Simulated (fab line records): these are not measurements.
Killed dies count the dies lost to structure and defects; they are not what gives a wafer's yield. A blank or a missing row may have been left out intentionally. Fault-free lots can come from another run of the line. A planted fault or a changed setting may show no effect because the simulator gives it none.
Which of the tools did it? + flow sky130 + 38 wafers from 13 lots sampled at 3 of the route's 708 steps

== WHAT THE GAUGES SHOWED, per wafer ==
SKY_VT_ADJUST_PCH_TW_MEAS_10.
| lot  | measured     | on            | VT_ADJUST_PCH_TW  |
|------|--------------|---------------|-------------------|
| L422 | day 11 19:46 | film metro-03 | 142.9 143.0 142.5 |
| L423 | day 12 02:43 | film metro-03 | 144.4 144.0 145.2 |
| L425 | day 12 17:22 | film metro-02 | 141.4 142.3 141.5 |
| L426 | day 13 03:01 | film metro-03 | 143.6 144.2 144.1 |
| L427 | day 13 04:38 | film metro-04 | 142.7 142.4 142.3 |
| L430 | day 14 06:49 | film metro-03 | 143.2 143.1 144.2 |
| L431 | day 14 16:19 | film metro-03 | 143.2 143.9 144.1 |
| L432 | day 15 00:50 | film metro-02 | 142.1 141.6 142.6 |
| L435 | day 15 19:47 | film metro-02 | 141.6 142.1 142.2 |
| L436 | day 16 05:59 | film metro-03 | 144.5 143.7       |
| L437 | day 16 11:17 | film metro-04 | 142.6 142.6 143.1 |
| L439 | day 17 01:19 | film metro-03 | 143.1 143.5 143.8 |
| L441 | day 18 01:50 | film metro-04 | 142.3 141.7 142.2 |

SKY_SONOS_ONO_CD_MEAS_13: target cd 410 nm.
| lot  | measured     | on        | cd nm (nm)        |
|------|--------------|-----------|-------------------|
| L422 | day 14 01:13 | cd sem-02 | 407.0 406.6 407.1 |
| L423 | day 14 10:06 | cd sem-02 | 409.4 409.3 407.4 |
| L425 | day 15 02:25 | cd sem-02 | 409.5 409.9 409.7 |
| L426 | day 15 14:04 | cd sem-01 | 410.6 412.1 408.4 |
| L427 | day 15 15:53 | cd sem-01 | 406.9 408.0 408.8 |
| L430 | day 16 18:17 | cd sem-01 | 414.8 415.0 413.8 |
| L431 | day 17 07:47 | cd sem-01 | 412.8 413.0 412.3 |
| L432 | day 17 14:10 | cd sem-02 | 406.0 403.7 408.4 |
| L435 | day 18 15:00 | cd sem-02 | 409.6 409.4 411.1 |
| L436 | day 18 22:53 | cd sem-02 | 408.7 407.0       |
| L437 | day 19 05:58 | cd sem-02 | 408.3 409.2 408.1 |
| L439 | day 19 17:32 | cd sem-02 | 412.7 411.9 411.1 |
| L441 | day 20 19:55 | cd sem-02 | 410.1 409.4 412.2 |

== WHICH TOOL RAN EACH LOT (tool, then ch and the chambers of the sampled wafers, then the start) ==
| lot  | SKY_VT_ADJUST_PCH_STRIP_09           |
|------|--------------------------------------|
| L422 | plasma asher-01 ch 0,1, day 11 19:40 |
| L423 | plasma asher-03 ch 0,1, day 12 02:37 |
| L425 | plasma asher-01 ch 1, day 12 17:16   |
| L426 | plasma asher-01 ch 0,1, day 13 02:55 |
| L427 | plasma asher-01 ch 0,1, day 13 04:32 |
| L430 | plasma asher-02 ch 0,1, day 14 06:43 |
| L431 | plasma asher-03 ch 0, day 14 16:13   |
| L432 | plasma asher-01 ch 0,1, day 15 00:44 |
| L435 | plasma asher-02 ch 0,1, day 15 19:41 |
| L436 | plasma asher-03 ch 0,1, day 16 05:53 |
| L437 | plasma asher-02 ch 1, day 16 11:11   |
| L439 | plasma asher-03 ch 0, day 17 01:13   |
| L441 | plasma asher-02 ch 0,1, day 18 01:44 |
- SKY_VT_ADJUST_PCH_STRIP_09: strips in O2/N2.

== WHAT THE TOOLS THEMSELVES READ (means of the sampled wafers that have a number; where no wafer has one, the mark that the record gives instead) ==
SKY_VT_ADJUST_PCH_STRIP_09.
| lot  | tool            | drypump motor current A (A) | oes product au (a.u.) | strip time to endpoint s (s) |
|------|-----------------|-----------------------------|-----------------------|------------------------------|
| L422 | plasma asher-01 | 6.2                         | 0.718                 | 36.95                        |
| L423 | plasma asher-03 | 5.8                         | 0.722                 | 37.07                        |
| L425 | plasma asher-01 | 5.5                         | 0.724                 | 36.82                        |
| L426 | plasma asher-01 | 5.9                         | 0.723                 | 36.98                        |
| L427 | plasma asher-01 | 5.9                         | 0.718                 | 36.93                        |
| L430 | plasma asher-02 | 5.1                         | 0.721                 | 37.06                        |
| L431 | plasma asher-03 | 6.1                         | 0.722                 | 36.92                        |
| L432 | plasma asher-01 | 5.9                         | 0.726                 | 36.97                        |
| L435 | plasma asher-02 | 5.1                         | 0.726                 | 36.74                        |
| L436 | plasma asher-03 | 5.6                         | 0.720                 | 36.86                        |
| L437 | plasma asher-02 | 5.5                         | 0.722                 | 37.11                        |
| L439 | plasma asher-03 | 6.1                         | 0.722                 | 36.91                        |
| L441 | plasma asher-02 | 5.1                         | 0.719                 | 36.91                        |

== THE ANSWER, worked out from the rows above alone ==
Rule: the usual values come from the lots themselves. The widest of any qualifying gaps counts: lots, ordered by their means at a reading, are off when they make up no more than a third of the lots, leave a main group of 4 or more, and stand apart from it by 3 or more times the standard deviation of that group's means. A main group is skipped when, at the precision printed for the reading in the tables above, its means are all equal. A lot without any number at a reading at which 4 lots or more have one is off too. Any other lot the step has rows for is counted as sound. The gauges are gone through in route order, then the tools' own readings, and for those a lot's mean is taken as printed above. At the first step where some lot is off, the reading lying furthest off is the one used; lots without a number count as furthest.
None of the lots is off at any reading shown; this tells nothing.

== WHAT WAS PUT IN BY THE SIMULATOR ==
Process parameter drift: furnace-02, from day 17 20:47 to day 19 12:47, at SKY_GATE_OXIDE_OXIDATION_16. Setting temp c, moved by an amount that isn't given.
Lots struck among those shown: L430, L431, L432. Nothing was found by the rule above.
